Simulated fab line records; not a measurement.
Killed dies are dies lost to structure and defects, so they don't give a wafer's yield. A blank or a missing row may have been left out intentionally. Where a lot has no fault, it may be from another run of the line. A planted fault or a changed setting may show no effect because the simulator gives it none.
Code-filled problem report in 8D (eight disciplines) form    flow sky130    the parts of the form that need people (team, actions taken, sign-off) are left out

## 1. THE PROBLEM
LDD_HVN_TW at SKY_LDD_HVN_TW_MEAS_10 reads a mean of 30 on 3 wafers of 1 lot; wafers without a fault read 1439 with a standard deviation of 12. So: -99 or more standard deviations from the usual mean.
First seen on wafer L437.2, day 25 02:46, on film metro-03. At this step, 39 wafers from 13 lots have a number in the record. The rule behind "out" and "out of limits": a value lying over 4 standard deviations away from the usual mean. The rest of the wafers with a number are treated as sound.

## 2. WHAT IT IS, AND WHAT IT ISN'T
question                     is                      is not
which readings at this step  LDD_HVN_TW              -
which lots                   L437                    L428, L429, L431, L432, L433, L436, L444, L445, L447, L448, L449, L450
which wafers of those lots   all that have a number  -
read on which gauges         film metro-03           film metro-01, film metro-02
when                         from day 25 02:46       up to then (18 sound wafers); but 18 sound wafers of L444, L445, L447, L448, L449, L450 came after

## 3. WHAT RULES OUT EACH SUSPECT
Counting: a tool stays on the suspect list if, at a process step up to the reading, it processed all lots that are out and no sound lot following the first of them.
- the gauge at SKY_LDD_HVN_TW_MEAS_10: ruled out. All the wafers that are out were read on film metro-03, but those of them that SKY_LDD_P_STRIP_10 has rows for are out there too, on other tools.
- plasma asher-04 at SKY_VT_ADJUST_HVTP_STRIP_10 (strips in O2/N2): ruled out as a lasting fault. Sound lots L445, L447, L450 ran on it after its first lot that is out, L437 (day 8 23:37).
- plasma asher-04 at SKY_LDD_P_STRIP_10 (strips in O2/N2): ruled out as a lasting fault. Sound lots L450 ran on it after its first lot that is out, L437 (day 23 20:26).
- plasma asher-04 at SKY_LDD_HVN_STRIP_09 (strips in O2/N2): ruled out as a lasting fault. Sound lots L444 ran on it after its first lot that is out, L437 (day 25 02:39).
Left after counting: nothing in the record.

## 4. THE CAUSE (what the simulator had put in)
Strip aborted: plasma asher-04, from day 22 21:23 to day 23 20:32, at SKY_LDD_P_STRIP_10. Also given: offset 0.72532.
It was ruled out by counting, in error; the rule expects a fault to strike all lots run on its tool from its start on, and this fault did not.

## 5. SEQUENCE OF EFFECTS, ordered by route
Rows list readings where the struck wafers' mean (over those with a number) sits beyond 3 standard deviations from the usual. Only readings for which the record gives a usual standard deviation are gone through. hours: the time from each lot's start at the first step in this table that gives one to its start at this step, as a median over the lots. sigmas: the change in usual standard deviations.
hours  step                    reading                   usual       on struck wafers  change  sigmas
0      SKY_LDD_P_STRIP_10      oes product au            0.715 a.u.  0.928             +0.213  +50
30     SKY_LDD_HVN_STRIP_09    oes product au            0.408 a.u.  0.716             +0.308  +72
30     SKY_LDD_HVN_STRIP_09    strip time to endpoint s  4.139 s     12.709            +8.570  +99 or more
30     SKY_LDD_HVN_TW_MEAS_10  LDD_HVN_TW                1439        30                -1409   -99 or more
Process steps it contains:
- SKY_LDD_P_STRIP_10: strips in O2/N2.
- SKY_LDD_HVN_STRIP_09: strips in O2/N2.
Readings that are blank on the struck wafers while sound wafers have them: strip time to endpoint s at SKY_LDD_P_STRIP_10.

## 6. WHAT WOULD HAVE CAUGHT IT SOONER
In this record the first reading out of limits at a measuring or inspecting step was taken at day 25 02:46, 53 hours after the fault began at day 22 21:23.
At SKY_LDD_P_STRIP_10, the tool's own readings (oes product au) were out on each struck wafer the step has a row for, so an alarm limit on them would have fired on the first such wafer.
